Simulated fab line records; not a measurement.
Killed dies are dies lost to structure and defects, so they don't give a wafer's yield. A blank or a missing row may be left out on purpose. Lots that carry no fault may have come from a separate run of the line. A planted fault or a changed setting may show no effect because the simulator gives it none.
fab line records	flow gf180mcu	part 1 of 2: steps 1 to 25 of 37
record: lots: 5	wafers: 15	last_day: 33
route steps=602 shown VT_IMPLANT@102 MVSD@136 NWELL@137 LVPWELL@138
lots that met no fault: taken from a fault-free run of the same line
start_h: hours from the record's first day to the start of the lot's first wafer shown	wait_h: hours since the lot's step before	" repeats the value in the row above	L1.1+2: a row that stands for several wafers	- no value present, or no start provided	* or withheld: withheld	< > ~ a bound
route shown NAME@n: names a module that has steps shown in the file, with the first one's number in the route	usual: average and standard deviation across the fault-free wafers	same: alike in all rows	chamber/n: place in a boat	sites: readings site by site	_std_site: standard deviation across them	_edge_site: outer sites' mean less inner sites'	radius_mm: how far each site lies from the wafer's centre	mask NAME#n: copy n	behind: the last tool/chamber to shape the wafer	hold: reason for holding the lot/hours on hold/outcome of the hold	device: the transistor (n, p or np) that didn't switch	end of line: tests run on the same wafers once the route is complete	for a step that has no rows: nothing shown but its recipe	killed: not the wafer's yield, but the dies lost to structure and defects at the first sort	map: dies across one wafer; x = killed, . = not, _ = none there
set.NAME: the setting that was run; set.NAME@STEP: the one run at that earlier step	model.NAME: the simulator's own value behind a step, which no gauge read
lots at selected steps of the route; one table per step, one row per wafer
services: the hour from which a tool's chamber was out of use, counted from the record's first day as start_h (under 0 if before that day), plus the number of hours and why
== steps ==
step: GF_VT_IMPLANT_HMDS_12
recipe: prime_time_s: 60	prime_temp_c: 120
usual: prime_temp_c: 119.98/0.15
lot.wafer	tool	chamber	start_h	wait_h	prime_temp_c
L075.1	litho_track-03	0	115.24	0.1	119.74
L075.4	"	0	"	"	120.02
L075.6	"	0	"	"	119.88
L079.2	litho_track-03	0	146.07	0.1	120.05
L079.3	"	0	"	"	119.92
L079.5	"	0	"	"	120.03
L088.3	litho_track-02	0	213.61	0.1	120.25
L088.4	"	0	"	"	120.00
L088.6	"	0	"	"	120.18
L089.1	litho_track-03	0	217.44	0.1	120.14
L089.4	"	0	"	"	120.36
L089.6	"	0	"	"	120.25
L092.3	litho_track-03	0	233.44	0.1	120.08
L092.5	"	0	"	"	119.93
L092.6	"	0	"	"	119.76
step: GF_VT_IMPLANT_COAT_13
recipe: resist: NOVOLAK	spin_rpm: 3000	resist_thk_nm: 1000
usual: spin_speed_rpm: 3000.0/2.4
lot.wafer	tool	chamber	start_h	wait_h	spin_speed_rpm
L075.1	litho_track-03	0	115.39	0.1	3002.0
L075.4	"	0	"	"	3003.4
L075.6	"	0	"	"	3004.2
L079.2	litho_track-03	0	146.22	0.1	2995.6
L079.3	"	0	"	"	2996.3
L079.5	"	0	"	"	2998.6
L088.3	litho_track-02	0	213.76	0.1	2998.0
L088.4	"	0	"	"	2997.6
L088.6	"	0	"	"	2998.3
L089.1	litho_track-03	0	217.59	0.1	3001.6
L089.4	"	0	"	"	3004.1
L089.6	"	0	"	"	2999.0
L092.3	litho_track-03	0	233.59	0.1	2994.6
L092.5	"	0	"	"	3002.4
L092.6	"	0	"	"	2999.4
step: GF_VT_IMPLANT_SOFTBAKE_14
recipe: temp_c: 90	time_s: 60	resist: NOVOLAK
usual: heater_power_total_W: 56.60/0.045
lot.wafer	tool	chamber	start_h	wait_h	heater_power_total_W
L075.1	litho_track-03	0	115.54	0.1	56.58
L075.4	"	0	"	"	56.60
L075.6	"	0	"	"	56.64
L079.2	litho_track-03	0	146.37	0.1	56.64
L079.3	"	0	"	"	56.63
L079.5	"	0	"	"	56.63
L088.3	litho_track-02	0	213.91	0.1	56.64
L088.4	"	0	"	"	56.62
L088.6	"	0	"	"	56.69
L089.1	litho_track-03	0	217.74	0.1	56.62
L089.4	"	0	"	"	56.56
L089.6	"	0	"	"	56.53
L092.3	litho_track-03	0	233.74	0.1	56.56
L092.5	"	0	"	"	56.72
L092.6	"	0	"	"	56.63
step: GF_VT_IMPLANT_EXPOSE_15
recipe: mask_id: Nwell_LV_AREA	target_cd_nm: 860	na: 0.6	source_shape: conventional	sigma_outer: 0.6	dose_mj: 140
usual: focus_offset_nm: 0.0/0.55
same: na: 0.6
lot.wafer	tool	chamber	start_h	wait_h	mask	focus_offset_nm
L075.1	iline_stepper-01	0	-	-	Nwell_LV_AREA#0	0.2
L075.4	"	0	"	"	Nwell_LV_AREA#0	0.6
L075.6	"	0	"	"	Nwell_LV_AREA#0	0.5
L079.2	iline_stepper-01	0	-	-	Nwell_LV_AREA#0	0.6
L079.3	"	0	"	"	Nwell_LV_AREA#0	0.1
L079.5	"	0	"	"	Nwell_LV_AREA#0	0.4
L088.3	iline_stepper-02	0	-	-	Nwell_LV_AREA#0	0.2
L088.4	"	0	"	"	Nwell_LV_AREA#0	-0.3
L088.6	"	0	"	"	Nwell_LV_AREA#0	-0.2
L089.1	iline_stepper-01	0	-	-	Nwell_LV_AREA#0	0.3
L089.4	"	0	"	"	Nwell_LV_AREA#0	-0.2
L089.6	"	0	"	"	Nwell_LV_AREA#0	0.1
L092.3	iline_stepper-02	0	-	-	Nwell_LV_AREA#0	-0.1
L092.5	"	0	"	"	Nwell_LV_AREA#0	0.0
L092.6	"	0	"	"	Nwell_LV_AREA#0	-0.2
step: GF_VT_IMPLANT_PEB_16
recipe: temp_c: withheld	time_s: *	resist: NOVOLAK
lot.wafer	tool	chamber	start_h	wait_h
L075.1+4+6	litho_track-02	0	-	-
L079.2+3+5	litho_track-04	0	-	-
L088.3+4+6	litho_track-03	0	-	-
L089.1+4+6	litho_track-02	0	-	-
L092.3+5+6	litho_track-04	0	-	-
step: GF_VT_IMPLANT_DEVELOP_17
recipe: develop_time_s: 60	dev_temp_c: 23
lot.wafer	tool	chamber	start_h	wait_h
L075.1+4+6	litho_track-02	0	122.56	0.1
L079.2+3+5	litho_track-04	0	154.58	0.1
L088.3+4+6	litho_track-03	0	223.29	0.1
L089.1+4+6	litho_track-02	0	227.26	0.1
L092.3+5+6	litho_track-04	0	242.91	0.1
step: GF_VT_IMPLANT_OVL_MEAS_18
usual: VT_IMPLANT_01_OVL: -0.8/1.3
lot.wafer	tool	chamber	start_h	wait_h	VT_IMPLANT_01_OVL[nm]
L075.1	overlay-02	-	122.71	0.1	-0.5
L075.4	"	-	"	"	-1.7
L075.6	"	-	"	"	0.4
L079.2	overlay-01	-	154.71	0.1	1.9
L079.3	"	-	"	"	1.6
L079.5	"	-	"	"	0.8
L088.3	overlay-01	-	223.40	0.1	-1.9
L088.4	"	-	"	"	-2.2
L088.6	"	-	"	"	-3.1
L089.1	overlay-01	-	227.41	0.1	0.2
L089.4	"	-	"	"	0.3
L089.6	"	-	"	"	0.3
L092.3	overlay-02	-	243.02	0.1	-1.1
L092.5	"	-	"	"	-2.0
L092.6	"	-	"	"	-2.1
step: GF_VT_IMPLANT_IMPLANT_19
recipe: species: As	energy_kev: 100	dose_cm2: 4.35e+12	tilt_deg: 7
lot.wafer	tool	chamber	start_h	wait_h
L075.1+4+6	implanter-01	0	122.75	0.0
L079.2+3+5	implanter-04	0	154.77	0.0
L088.3+4+6	implanter-01	0	223.48	0.1
L089.1+4+6	implanter-02	0	227.45	0.0
L092.3+5+6	implanter-04	0	243.09	0.1
step: GF_VT_IMPLANT_STRIP_20
recipe: chemistry: O2/N2	power_w: 1400	pressure_mtorr: 1500	platen_temp_c: 250	o2_flow_sccm: 3000	n2_flow_sccm: 300	overash_fraction: 0.5
usual: chamber_pressure_mTorr: 1499.9/1.3	drypump_motor_current_A: 5.7/0.54	heater_power_w: 338/45	oes_product_au: 0.716/0.0047	strip_time_to_endpoint_s: 12.62/0.041
lot.wafer	tool	chamber	start_h	wait_h	chamber_pressure_mTorr	drypump_motor_current_A	heater_power_w	oes_product_au	rf_hours_counter_h	strip_time_to_endpoint_s
L075.1	plasma_asher-01	1	122.90	0.1	1499.9	6.2	327	0.710	33	12.59
L075.4	"	0	"	"	1499.8	4.9	306	0.714	-	12.63
L075.6	"	1	"	"	1500.5	6.2	322	0.720	-	12.59
L079.2	plasma_asher-02	1	154.89	0.1	1501.5	5.6	295	0.717	4	12.74
L079.3	"	1	"	"	1500.8	5.6	301	0.715	-	12.69
L079.5	"	0	"	"	1499.8	5.3	388	0.728	-	12.73
L088.3	plasma_asher-04	0	223.61	0.1	1500.4	6.6	388	0.717	-	12.69
L088.4	"	1	"	"	1500.1	5.5	292	0.711	-	12.62
L088.6	"	0	"	"	1497.8	6.6	392	0.714	-	12.63
L089.1	plasma_asher-04	0	227.60	0.1	1497.6	6.6	389	0.715	58	12.59
L089.4	"	0	"	"	1500.5	6.6	392	0.717	-	12.60
L089.6	"	1	"	"	1501.0	5.5	290	0.711	-	12.59
L092.3	plasma_asher-04	0	243.23	0.1	1498.3	6.6	396	0.714	-	12.68
L092.5	"	0	"	"	1498.7	6.6	381	0.717	-	12.65
L092.6	"	1	"	"	1498.6	5.5	292	0.711	-	12.65
step: GF_VT_IMPLANT_TW_MEAS_21
usual: VT_IMPLANT_2_TW: 1226/11
lot.wafer	tool	chamber	start_h	wait_h	VT_IMPLANT_2_TW
L075.1	film_metro-04	-	123.00	0.1	1229
L075.4	"	-	"	"	1229
L075.6	"	-	"	"	1221
L079.2	film_metro-03	-	155.00	0.1	1221
L079.3	"	-	"	"	1209
L079.5	"	-	"	"	1215
L088.3	film_metro-04	-	223.70	0.1	1233
L088.4	"	-	"	"	1234
L088.6	"	-	"	"	1237
L089.1	film_metro-02	-	227.70	0.1	1226
L089.4	"	-	"	"	1219
L089.6	"	-	"	"	1215
L092.3	film_metro-02	-	243.31	0.1	1217
L092.5	"	-	"	"	1218
L092.6	"	-	"	"	1219
step: GF_VT_IMPLANT_DEHYDRATE_22
recipe: temp_c: 200	time_s: 60
usual: heater_power_total_W: 160.37/0.13
lot.wafer	tool	chamber	start_h	wait_h	heater_power_total_W
L075.1	litho_track-02	0	131.01	8.0	160.31
L075.4	"	0	"	"	160.36
L075.6	"	0	"	"	160.30
L079.2	litho_track-04	0	162.33	7.3	160.36
L079.3	"	0	"	"	160.32
L079.5	"	0	"	"	160.29
L088.3	litho_track-04	0	231.81	8.1	160.40
L088.4	"	0	"	"	160.30
L088.6	"	0	"	"	160.50
L089.1	litho_track-04	0	235.46	7.8	160.32
L089.4	"	0	"	"	160.58
L089.6	"	0	"	"	160.56
L092.3	litho_track-04	0	251.96	8.6	160.34
L092.5	"	0	"	"	160.13
L092.6	"	0	"	"	160.25
step: GF_VT_IMPLANT_HMDS_23
recipe: prime_time_s: 60	prime_temp_c: 120
usual: prime_temp_c: 120.01/0.15
lot.wafer	tool	chamber	start_h	wait_h	prime_temp_c
L075.1	litho_track-02	0	131.16	0.1	120.14
L075.4	"	0	"	"	120.18
L075.6	"	0	"	"	120.12
L079.2	litho_track-04	0	162.48	0.1	120.10
L079.3	"	0	"	"	120.13
L079.5	"	0	"	"	119.88
L088.3	litho_track-04	0	231.96	0.1	120.10
L088.4	"	0	"	"	120.12
L088.6	"	0	"	"	119.91
L089.1	litho_track-04	0	235.61	0.1	120.04
L089.4	"	0	"	"	119.78
L089.6	"	0	"	"	119.77
L092.3	litho_track-04	0	252.11	0.1	120.12
L092.5	"	0	"	"	120.11
L092.6	"	0	"	"	120.08
step: GF_VT_IMPLANT_COAT_24
recipe: resist: NOVOLAK	spin_rpm: 3000	resist_thk_nm: 1000
usual: spin_speed_rpm: 3000.0/1.8
lot.wafer	tool	chamber	start_h	wait_h	spin_speed_rpm
L075.1	litho_track-02	0	131.31	0.1	2999.8
L075.4	"	0	"	"	2999.1
L075.6	"	0	"	"	2997.7
L079.2	litho_track-04	0	162.63	0.1	2999.7
L079.3	"	0	"	"	2999.9
L079.5	"	0	"	"	2999.2
L088.3	litho_track-04	0	232.11	0.1	3001.6
L088.4	"	0	"	"	2997.7
L088.6	"	0	"	"	2999.1
L089.1	litho_track-04	0	235.76	0.1	3001.3
L089.4	"	0	"	"	3001.3
L089.6	"	0	"	"	2996.8
L092.3	litho_track-04	0	252.26	0.1	2996.7
L092.5	"	0	"	"	3002.5
L092.6	"	0	"	"	3000.6
step: GF_VT_IMPLANT_SOFTBAKE_25
recipe: temp_c: 90	time_s: 60	resist: NOVOLAK
usual: heater_power_total_W: 56.59/0.046
lot.wafer	tool	chamber	start_h	wait_h	heater_power_total_W
L075.1	litho_track-02	0	131.46	0.1	56.67
L075.4	"	0	"	"	56.60
L075.6	"	0	"	"	56.70
L079.2	litho_track-04	0	162.78	0.1	56.57
L079.3	"	0	"	"	56.59
L079.5	"	0	"	"	56.53
L088.3	litho_track-04	0	232.26	0.1	56.53
L088.4	"	0	"	"	56.54
L088.6	"	0	"	"	56.60
L089.1	litho_track-04	0	235.91	0.1	56.50
L089.4	"	0	"	"	56.53
L089.6	"	0	"	"	56.61
L092.3	litho_track-04	0	252.41	0.1	56.60
L092.5	"	0	"	"	56.62
L092.6	"	0	"	"	56.57
step: GF_VT_IMPLANT_EXPOSE_26
recipe: mask_id: LVPWELL_HV_AREA	target_cd_nm: 860	na: 0.6	source_shape: conventional	sigma_outer: 0.6	dose_mj: 140
usual: focus_offset_nm: 0.0/0.56
same: na: 0.6
lot.wafer	tool	chamber	start_h	wait_h	mask	focus_offset_nm
L075.1	iline_stepper-02	0	-	-	LVPWELL_HV_AREA#0	-0.6
L075.4	"	0	"	"	LVPWELL_HV_AREA#0	-0.2
L075.6	"	0	"	"	LVPWELL_HV_AREA#0	0.8
L079.2	iline_stepper-01	0	-	-	LVPWELL_HV_AREA#0	-0.3
L079.3	"	0	"	"	LVPWELL_HV_AREA#0	-0.1
L079.5	"	0	"	"	LVPWELL_HV_AREA#0	-0.1
L088.3	iline_stepper-01	0	-	-	LVPWELL_HV_AREA#0	0.8
L088.4	"	0	"	"	LVPWELL_HV_AREA#0	-0.4
L088.6	"	0	"	"	LVPWELL_HV_AREA#0	0.6
L089.1	iline_stepper-01	0	-	-	LVPWELL_HV_AREA#0	-0.3
L089.4	"	0	"	"	LVPWELL_HV_AREA#0	-0.2
L089.6	"	0	"	"	LVPWELL_HV_AREA#0	0.4
L092.3	iline_stepper-02	0	-	-	LVPWELL_HV_AREA#0	-1.4
L092.5	"	0	"	"	LVPWELL_HV_AREA#0	-1.0
L092.6	"	0	"	"	LVPWELL_HV_AREA#0	-1.0
step: GF_VT_IMPLANT_PEB_27
recipe: temp_c: withheld	time_s: *	resist: NOVOLAK
lot.wafer	tool	chamber	start_h	wait_h
L075.1+4+6	litho_track-04	0	-	-
L079.2+3+5	litho_track-02	0	-	-
L088.3+4+6	litho_track-02	0	-	-
L089.1+4+6	litho_track-02	0	-	-
L092.3+5+6	litho_track-03	0	-	-
step: GF_VT_IMPLANT_DEVELOP_28
recipe: develop_time_s: 60	dev_temp_c: 23
lot.wafer	tool	chamber	start_h	wait_h
L075.1+4+6	litho_track-04	0	138.61	0.1
L079.2+3+5	litho_track-02	0	171.64	0.1
L088.3+4+6	litho_track-02	0	240.91	0.1
L089.1+4+6	litho_track-02	0	245.56	0.1
L092.3+5+6	litho_track-03	0	261.49	0.1
step: GF_VT_IMPLANT_OVL_MEAS_29
usual: VT_IMPLANT_02_OVL: 0.3/1.4
lot.wafer	tool	chamber	start_h	wait_h	VT_IMPLANT_02_OVL[nm]
L075.1	overlay-02	-	138.76	0.1	-1.5
L075.4	"	-	"	"	-0.9
L075.6	"	-	"	"	1.5
L079.2	overlay-02	-	171.77	0.1	-0.3
L079.3	"	-	"	"	-1.7
L079.5	"	-	"	"	-0.1
L088.3	overlay-02	-	241.02	0.1	-0.8
L088.4	"	-	"	"	-0.6
L088.6	"	-	"	"	2.4
L089.1	overlay-01	-	245.71	0.1	0.9
L089.4	"	-	"	"	-2.0
L089.6	"	-	"	"	-1.2
L092.3	overlay-01	-	261.60	0.1	-0.1
L092.5	"	-	"	"	-0.5
L092.6	"	-	"	"	-1.4
step: GF_VT_IMPLANT_IMPLANT_30
recipe: species: B	energy_kev: 25	dose_cm2: 2.534e+12	tilt_deg: 7
lot.wafer	tool	chamber	start_h	wait_h
L075.1+4+6	implanter-02	0	138.79	0.0
L079.2+3+5	implanter-04	0	171.82	0.0
L088.3+4+6	implanter-01	0	241.10	0.1
L089.1+4+6	implanter-01	0	245.75	0.0
L092.3+5+6	implanter-01	0	261.68	0.1
step: GF_VT_IMPLANT_STRIP_31
recipe: chemistry: O2/N2	power_w: 1400	pressure_mtorr: 1500	platen_temp_c: 250	o2_flow_sccm: 3000	n2_flow_sccm: 300	overash_fraction: 0.5
usual: chamber_pressure_mTorr: 1500.1/1.4	drypump_motor_current_A: 5.6/0.53	heater_power_w: 337/42	oes_product_au: 0.715/0.0045	strip_time_to_endpoint_s: 12.62/0.04
lot.wafer	tool	chamber	start_h	wait_h	chamber_pressure_mTorr	drypump_motor_current_A	heater_power_w	oes_product_au	rf_hours_counter_h	strip_time_to_endpoint_s
L075.1	plasma_asher-01	0	138.94	0.1	1500.6	4.9	304	0.716	34	12.56
L075.4	"	0	"	"	1498.8	4.9	305	0.709	-	12.55
L075.6	"	0	"	"	1498.8	4.9	306	0.710	-	12.53
L079.2	plasma_asher-02	1	171.95	0.1	1503.0	5.6	303	0.714	6	12.68
L079.3	"	0	"	"	1501.3	5.3	395	0.714	-	12.67
L079.5	"	1	"	"	1500.4	5.6	302	0.719	-	12.66
L088.3	plasma_asher-01	0	241.23	0.1	1498.6	4.9	314	0.712	-	12.66
L088.4	"	1	"	"	1503.3	6.2	330	0.712	-	12.60
L088.6	"	0	"	"	1501.0	4.9	317	0.705	-	12.64
L089.1	plasma_asher-01	1	245.90	0.1	1497.8	6.2	329	0.714	46	12.63
L089.4	"	1	"	"	1501.8	6.2	334	0.719	-	12.61
L089.6	"	1	"	"	1501.0	6.2	328	0.718	-	12.61
L092.3	plasma_asher-04	0	261.81	0.1	1502.1	6.6	382	0.713	-	12.61
L092.5	"	0	"	"	1502.0	6.6	389	0.708	-	12.63
L092.6	"	1	"	"	1501.4	5.5	295	0.718	-	12.60
step: GF_VT_IMPLANT_TW_MEAS_32
usual: VT_IMPLANT_3_TW: 270.8/2.4
lot.wafer	tool	chamber	start_h	wait_h	VT_IMPLANT_3_TW
L075.1	film_metro-03	-	139.04	0.1	269.1
L075.4	"	-	"	"	269.3
L075.6	"	-	"	"	270.1
L079.2	film_metro-02	-	172.06	0.1	270.3
L079.3	"	-	"	"	269.6
L079.5	"	-	"	"	268.6
L088.3	film_metro-02	-	241.32	0.1	270.0
L088.4	"	-	"	"	268.5
L088.6	"	-	"	"	270.3
L089.1	film_metro-03	-	246.00	0.1	272.3
L089.4	"	-	"	"	271.6
L089.6	"	-	"	"	273.4
L092.3	film_metro-02	-	261.90	0.1	268.3
L092.5	"	-	"	"	269.4
L092.6	"	-	"	"	269.0
step: GF_VT_IMPLANT_DEHYDRATE_33
recipe: temp_c: 200	time_s: 60
usual: heater_power_total_W: 160.37/0.12
lot.wafer	tool	chamber	start_h	wait_h	heater_power_total_W
L075.1	litho_track-02	0	146.46	7.4	160.41
L075.4	"	0	"	"	160.47
L075.6	"	0	"	"	160.29
L079.2	litho_track-04	0	179.33	7.3	160.18
L079.3	"	0	"	"	160.36
L079.5	"	0	"	"	160.24
L088.3	litho_track-04	0	250.71	9.4	160.17
L088.4	"	0	"	"	160.50
L088.6	"	0	"	"	160.42
L089.1	litho_track-02	0	254.91	8.9	160.45
L089.4	"	0	"	"	160.53
L089.6	"	0	"	"	160.62
L092.3	litho_track-03	0	271.14	9.2	160.56
L092.5	"	0	"	"	160.45
L092.6	"	0	"	"	160.34
step: GF_VT_IMPLANT_HMDS_34
recipe: prime_time_s: 60	prime_temp_c: 120
usual: prime_temp_c: 120.01/0.13
lot.wafer	tool	chamber	start_h	wait_h	prime_temp_c
L075.1	litho_track-02	0	146.61	0.1	119.99
L075.4	"	0	"	"	119.87
L075.6	"	0	"	"	119.85
L079.2	litho_track-04	0	179.48	0.1	119.83
L079.3	"	0	"	"	119.84
L079.5	"	0	"	"	119.82
L088.3	litho_track-04	0	250.86	0.1	119.96
L088.4	"	0	"	"	119.80
L088.6	"	0	"	"	119.97
L089.1	litho_track-02	0	255.06	0.1	120.07
L089.4	"	0	"	"	119.97
L089.6	"	0	"	"	119.90
L092.3	litho_track-03	0	271.29	0.1	120.05
L092.5	"	0	"	"	119.89
L092.6	"	0	"	"	120.04
step: GF_VT_IMPLANT_COAT_35
recipe: resist: NOVOLAK	spin_rpm: 3000	resist_thk_nm: 1000
usual: spin_speed_rpm: 2999.8/2.1
lot.wafer	tool	chamber	start_h	wait_h	spin_speed_rpm
L075.1	litho_track-02	0	146.76	0.1	3000.5
L075.4	"	0	"	"	3001.0
L075.6	"	0	"	"	3002.7
L079.2	litho_track-04	0	179.63	0.1	3000.5
L079.3	"	0	"	"	3004.5
L079.5	"	0	"	"	3000.4
L088.3	litho_track-04	0	251.01	0.1	3002.7
L088.4	"	0	"	"	3000.4
L088.6	"	0	"	"	2999.0
L089.1	litho_track-02	0	255.21	0.1	2997.1
L089.4	"	0	"	"	2999.1
L089.6	"	0	"	"	2999.2
L092.3	litho_track-03	0	271.44	0.1	2999.9
L092.5	"	0	"	"	3000.7
L092.6	"	0	"	"	3002.8
step: GF_VT_IMPLANT_SOFTBAKE_36
recipe: temp_c: 90	time_s: 60	resist: NOVOLAK
usual: heater_power_total_W: 56.60/0.045
lot.wafer	tool	chamber	start_h	wait_h	heater_power_total_W
L075.1	litho_track-02	0	146.91	0.1	56.60
L075.4	"	0	"	"	56.50
L075.6	"	0	"	"	56.62
L079.2	litho_track-04	0	179.78	0.1	56.58
L079.3	"	0	"	"	56.65
L079.5	"	0	"	"	56.63
L088.3	litho_track-04	0	251.16	0.1	56.58
L088.4	"	0	"	"	56.53
L088.6	"	0	"	"	56.67
L089.1	litho_track-02	0	255.36	0.1	56.53
L089.4	"	0	"	"	56.67
L089.6	"	0	"	"	56.55
L092.3	litho_track-03	0	271.59	0.1	56.63
L092.5	"	0	"	"	56.66
L092.6	"	0	"	"	56.69
